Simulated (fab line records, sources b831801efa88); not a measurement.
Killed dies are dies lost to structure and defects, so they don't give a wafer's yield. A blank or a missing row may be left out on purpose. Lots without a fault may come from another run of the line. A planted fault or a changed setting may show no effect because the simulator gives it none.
Which tool did it? | flow sky130 | 12 lots, 33 wafers sampled, at 5 steps of a route of 708

WHAT THE GAUGES READ, wafer by wafer
SKY_POLY_CUT_OVL_MEAS_09. Usual: POLY_CUT_OVL 0 nm, standard deviation 5.1.
lot  | measured     | on         | POLY_CUT_OVL (nm) | flag
L953 | day 24 02:34 | overlay-01 | -8 4 -3           |
L956 | day 25 17:32 | overlay-01 | -2 1 2            |
L957 | day 25 18:15 | overlay-02 | 8 -9 3            |
L958 | day 26 01:40 | overlay-01 | -4 -3 -2          |
L964 | day 28 14:49 | overlay-01 | -4 -3             |
L965 | day 28 13:52 | overlay-02 | 1 9               |
L967 | day 29 02:17 | overlay-01 | -4 -3             |
L968 | day 29 11:28 | overlay-02 | 5 -2 4            |
L969 | day 29 22:24 | overlay-02 | 1 6 -2            |
L971 | day 30 10:08 | overlay-01 | -14 -8 -8         |
L973 | day 30 17:18 | overlay-01 | 5 -5 2            |
L976 | day 31 17:53 | overlay-02 | -8 -4 2           |

SKY_LOCAL_INTERCONNECT_THK_MEAS_02: measures by xrf. Usual: LOCAL_INTERCONNECT_TIN_THK 99.1 nm, standard deviation 1.2.
lot  | measured     | on            | LOCAL_INTERCONNECT_TIN_THK (nm) | flag
L953 | day 29 03:29 | film_metro-04 | 97.9 97.6 98.2                  |
L956 | day 30 13:50 | film_metro-01 | 98.4 97.9 97.7                  |
L957 | day 30 16:03 | film_metro-04 | 100.2 100.8 100.5               |
L958 | day 30 22:10 | film_metro-01 | 100.3 98.7 99.0                 |
L964 | day 33 08:23 | film_metro-01 | 98.0 97.7                       |
L965 | day 33 08:05 | film_metro-03 | 102.1 101.8                     |
L967 | day 33 18:49 | film_metro-04 | 98.0 97.9                       |
L968 | day 34 04:21 | film_metro-03 | 99.3 99.9 99.7                  |
L969 | day 34 14:36 | film_metro-03 | 101.3 101.7 100.6               |
L971 | day 34 23:58 | film_metro-01 | 97.7 97.6 98.8                  |
L973 | day 35 08:34 | film_metro-03 | 98.9 98.3 99.3                  |
L976 | day 36 06:17 | film_metro-03 | 99.4 99.4 98.4                  |

WHICH TOOL RAN EACH LOT (tool, then ch and the chambers of the sampled wafers, then the start)
lot  | SKY_VT_ADJUST_PCH_COAT_02         | SKY_VT_ADJUST_PCH_STRIP_09           | SKY_LI_CONTACT_ETCH_14
L953 | litho_track-01 ch 0, day 9 21:50  | plasma_asher-04 ch 0,1, day 10 09:00 | rie_diel-01 ch 0,1,2, day 29 02:08
L956 | litho_track-02 ch 0, day 11 01:49 | plasma_asher-01 ch 0,1, day 11 13:12 | rie_diel-01 ch 0,2, day 30 12:29
L957 | litho_track-01 ch 0, day 11 04:03 | plasma_asher-01 ch 0,1, day 11 16:16 | rie_diel-02 ch 2,3, day 30 14:41
L958 | litho_track-03 ch 0, day 11 13:19 | plasma_asher-01 ch 0,1, day 12 01:00 | rie_diel-03 ch 0,3, day 30 20:47
L964 | litho_track-03 ch 0, day 13 08:46 | plasma_asher-04 ch 0,1, day 13 21:25 | rie_diel-01 ch 0,2, day 33 07:02
L965 | litho_track-03 ch 0, day 13 14:31 | plasma_asher-04 ch 1, day 14 03:52   | rie_diel-02 ch 0,3, day 33 06:44
L967 | litho_track-03 ch 0, day 14 00:59 | plasma_asher-04 ch 0,1, day 14 13:59 | rie_diel-02 ch 2,3, day 33 17:27
L968 | litho_track-01 ch 0, day 14 08:00 | plasma_asher-01 ch 0,1, day 14 22:31 | rie_diel-02 ch 0,2,3, day 34 02:59
L969 | litho_track-01 ch 0, day 14 17:57 | plasma_asher-01 ch 0,1, day 15 07:52 | rie_diel-01 ch 0,3, day 34 13:14
L971 | litho_track-02 ch 0, day 15 05:01 | plasma_asher-03 ch 0,1, day 15 18:43 | rie_diel-03 ch 0,1,2, day 34 22:37
L973 | litho_track-02 ch 0, day 15 20:25 | plasma_asher-04 ch 0,1, day 16 10:55 | rie_diel-03 ch 0,1,2, day 35 07:12
L976 | litho_track-01 ch 0, day 16 16:53 | plasma_asher-01 ch 1, day 17 07:18   | rie_diel-01 ch 1,3, day 36 04:56
- SKY_VT_ADJUST_PCH_COAT_02: resist thk 3000 nm.
- SKY_VT_ADJUST_PCH_STRIP_09: strips in O2/N2.
- SKY_LI_CONTACT_ETCH_14: etches BARC in N2/H2, stops on SiO2, time 45.9 s, target depth 60 nm.

WHAT THE TOOLS THEMSELVES READ (means of the sampled wafers that have a number; where no wafer has one, the mark that the record gives instead)
SKY_VT_ADJUST_PCH_COAT_02. Usual: chill_plate_temp_C 22.99 C, standard deviation 0.11.
lot  | tool           | chill_plate_temp_C (C) | flag
L953 | litho_track-01 | 22.88                  |
L956 | litho_track-02 | 23.07                  |
L957 | litho_track-01 | 22.97                  |
L958 | litho_track-03 | 22.95                  |
L964 | litho_track-03 | 22.85                  |
L965 | litho_track-03 | 22.91                  |
L967 | litho_track-03 | 23.12                  |
L968 | litho_track-01 | 22.97                  |
L969 | litho_track-01 | 22.96                  |
L971 | litho_track-02 | 22.98                  |
L973 | litho_track-02 | 22.94                  |
L976 | litho_track-01 | 23.19                  |

SKY_VT_ADJUST_PCH_STRIP_09. Usual: chamber_pressure_mTorr 1500.1 mTorr, standard deviation 1.3; drypump_motor_current_A 5.8 A, standard deviation 0.42; oes_product_au 0.722 a.u., standard deviation 0.0045; strip_time_to_endpoint_s 36.92 s, standard deviation 0.11.
lot  | tool            | chamber_pressure_mTorr (mTorr) | drypump_motor_current_A (A) | oes_product_au (a.u.) | strip_time_to_endpoint_s (s) | flag
L953 | plasma_asher-04 | 1500.5                         | 5.6                         | 0.728                 | 36.97                        |
L956 | plasma_asher-01 | 1500.7                         | 5.8                         | 0.724                 | 36.90                        |
L957 | plasma_asher-01 | 1500.2                         | 5.8                         | 0.724                 | 36.81                        |
L958 | plasma_asher-01 | 1499.6                         | 5.9                         | 0.720                 | 37.03                        |
L964 | plasma_asher-04 | 1500.3                         | 5.6                         | 0.716                 | 36.00                        | OFF
L965 | plasma_asher-04 | 1499.7                         | 5.8                         | 0.720                 | 35.17                        | OFF
L967 | plasma_asher-04 | 1501.1                         | 5.5                         | 0.720                 | 36.02                        | OFF
L968 | plasma_asher-01 | 1500.7                         | 5.9                         | 0.721                 | 36.98                        |
L969 | plasma_asher-01 | 1499.7                         | 5.7                         | 0.724                 | 37.18                        |
L971 | plasma_asher-03 | 1498.8                         | 5.8                         | 0.723                 | 36.83                        |
L973 | plasma_asher-04 | 1501.6                         | 5.5                         | 0.723                 | 36.90                        |
L976 | plasma_asher-01 | 1498.9                         | 6.0                         | 0.722                 | 36.87                        |

SKY_LI_CONTACT_ETCH_14. Usual: chamber_pressure_mTorr 30.001 mTorr, standard deviation 0.029; drypump_motor_current_A 5.7 A, standard deviation 0.45; oes_product_au 0.854 a.u., standard deviation 0.0047; throttle_valve_pct 13.226 %, standard deviation 0.0089.
lot  | tool        | chamber_pressure_mTorr (mTorr) | drypump_motor_current_A (A) | oes_product_au (a.u.) | throttle_valve_pct (%) | flag
L953 | rie_diel-01 | 30.001                         | 5.7                         | 0.856                 | 13.222                 |
L956 | rie_diel-01 | 30.001                         | 5.3                         | 0.847                 | 13.233                 |
L957 | rie_diel-02 | 29.991                         | 5.5                         | 0.856                 | 13.225                 |
L958 | rie_diel-03 | 29.993                         | 5.5                         | 0.853                 | 13.231                 |
L964 | rie_diel-01 | 30.003                         | 5.7                         | 0.854                 | 13.224                 |
L965 | rie_diel-02 | 29.998                         | 5.7                         | 0.859                 | 13.221                 |
L967 | rie_diel-02 | 29.980                         | 5.6                         | 0.861                 | 13.225                 |
L968 | rie_diel-02 | 30.016                         | 5.5                         | 0.851                 | 13.214                 |
L969 | rie_diel-01 | 29.976                         | 5.6                         | 0.852                 | 13.227                 |
L971 | rie_diel-03 | 30.000                         | 5.7                         | 0.857                 | 13.229                 |
L973 | rie_diel-03 | 30.014                         | 5.7                         | 0.853                 | 13.223                 |
L976 | rie_diel-01 | 30.036                         | 5.7                         | 0.857                 | 13.235                 |

THE ANSWER, worked out from the rows above alone
Rule: a lot is off if the mean of its wafers that have a number lies more than 3 standard deviations from the usual mean. A lot without any number at a reading at which 4 lots or more have one is off too. The other lots that the step has rows for count as sound. The gauges are gone through in route order, then the tools' own readings, and for those a lot's mean is taken as printed above. The first step at which some lot is off is used, and at that step the reading that is off furthest; a lot without a number counts as furthest.
Off: L964, L965, L967, at SKY_VT_ADJUST_PCH_STRIP_09 (strip_time_to_endpoint_s).
A tool fits if, at that step or a process step before it, it ran every lot that is off, and no sound lot after the first of them. One fits: litho_track-03 at SKY_VT_ADJUST_PCH_COAT_02. Its last sound lot is L958 (day 11 13:19), its first lot that is off L964 (day 13 08:46): a fault that began between those two fits.

WHAT THE SIMULATOR HAD PUT IN
Process parameter drift: litho_track-03, from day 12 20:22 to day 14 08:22, at SKY_VT_ADJUST_PCH_COAT_02. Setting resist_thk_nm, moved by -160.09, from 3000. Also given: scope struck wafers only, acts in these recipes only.
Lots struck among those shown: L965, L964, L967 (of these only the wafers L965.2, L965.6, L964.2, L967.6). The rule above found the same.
